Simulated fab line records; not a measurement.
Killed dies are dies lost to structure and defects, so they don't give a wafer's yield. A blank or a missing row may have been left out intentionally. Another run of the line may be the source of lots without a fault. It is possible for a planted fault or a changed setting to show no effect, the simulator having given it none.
Which of the tools did it?	flow sky130	14 lots, 42 wafers sampled, at 1 step of a route of 708

WHAT THE GAUGES READ, wafer by wafer
The record holds no reading of a measuring or inspecting step that can be judged against a usual standard deviation.

WHAT TOOL EACH LOT RAN ON (gives the tool, then ch and the chambers of the sampled wafers, and finally the start)
lot	SKY_VIA2_ETCH_14
L280	rie_diel-04 ch 0,2, day 36 20:50
L279	rie_diel-03 ch 1,3, day 37 05:49
L281	rie_diel-02 ch 0,1,3, day 37 06:46
L282	rie_diel-02 ch 0,2, day 37 15:11
L290	rie_diel-04 ch 0,1,3, day 40 08:10
L291	rie_diel-04 ch 0,3, day 40 14:25
L292	rie_diel-02 ch 0,1, day 40 21:16
L293	rie_diel-02 ch 1,2,3, day 41 03:28
L294	rie_diel-02 ch 1,2,3, day 41 06:56
L296	rie_diel-02 ch 0,1, day 42 09:49
L298	rie_diel-03 ch 1,2,3, day 42 12:02
L299	rie_diel-04 ch 2,3, day 42 15:55
L300	rie_diel-03 ch 1,2,3, day 42 22:23
L301	rie_diel-04 ch 0,1,3, day 43 03:05
- SKY_VIA2_ETCH_14: etches BARC in N2/H2, stops on SiO2, time 45.9 s, target depth 60 nm.

AS READ BY THE TOOLS THEMSELVES (means over the sampled wafers that have a number; for cases with no such wafer, the mark the record gives instead)
SKY_VIA2_ETCH_14.
lot	tool	drypump_motor_current_A (A)	oes_product_au (a.u.)	run_length_s (s)	throttle_valve_pct (%)
L280	rie_diel-04	5.5	0.854	74.6	13.227
L279	rie_diel-03	5.6	0.855	74.5	13.226
L281	rie_diel-02	5.4	0.857	74.0	13.226
L282	rie_diel-02	5.8	0.854	74.0	13.223
L290	rie_diel-04	5.7	0.904	71.3	13.233
L291	rie_diel-04	5.9	0.882	73.1	13.223
L292	rie_diel-02	5.5	0.855	74.6	13.234
L293	rie_diel-02	5.8	0.853	74.3	13.232
L294	rie_diel-02	5.8	0.850	74.3	13.214
L296	rie_diel-02	5.5	0.857	73.9	13.225
L298	rie_diel-03	5.8	0.853	74.1	13.222
L299	rie_diel-04	6.2	0.856	74.2	13.222
L300	rie_diel-03	5.9	0.858	74.3	13.229
L301	rie_diel-04	5.7	0.855	74.2	13.224

THE ANSWER, worked out from the rows above alone
Rule: what is usual is taken from the lots themselves. Put in order of their means at a reading, lots are off if they are a third of the lots or fewer, leave a main group of 4 or more, and stand apart from it by a gap of 3 or more times the standard deviation of the main group's means; of several such gaps the widest counts. A main group is skipped when, at the precision printed for the reading in the tables above, its means are all equal. A lot without any number at a reading at which 4 lots or more have one is off too. The other lots that the step has rows for count as sound. Order of review: gauges by route order, followed by the tools' own readings, for which a lot's mean as printed above is used. At the first step where some lot is off, the reading lying furthest off is the one used; lots without a number count as furthest.
Off, at SKY_VIA2_ETCH_14 on oes_product_au: L290, L291. Main group: mean 0.855 a.u., sd 0.0021.
If a tool, at that step or one of the process steps before it, ran each lot that is off and ran no sound lot following the first of them, it fits. None of those tried fits.

WHAT THE SIMULATOR HAD INSERTED
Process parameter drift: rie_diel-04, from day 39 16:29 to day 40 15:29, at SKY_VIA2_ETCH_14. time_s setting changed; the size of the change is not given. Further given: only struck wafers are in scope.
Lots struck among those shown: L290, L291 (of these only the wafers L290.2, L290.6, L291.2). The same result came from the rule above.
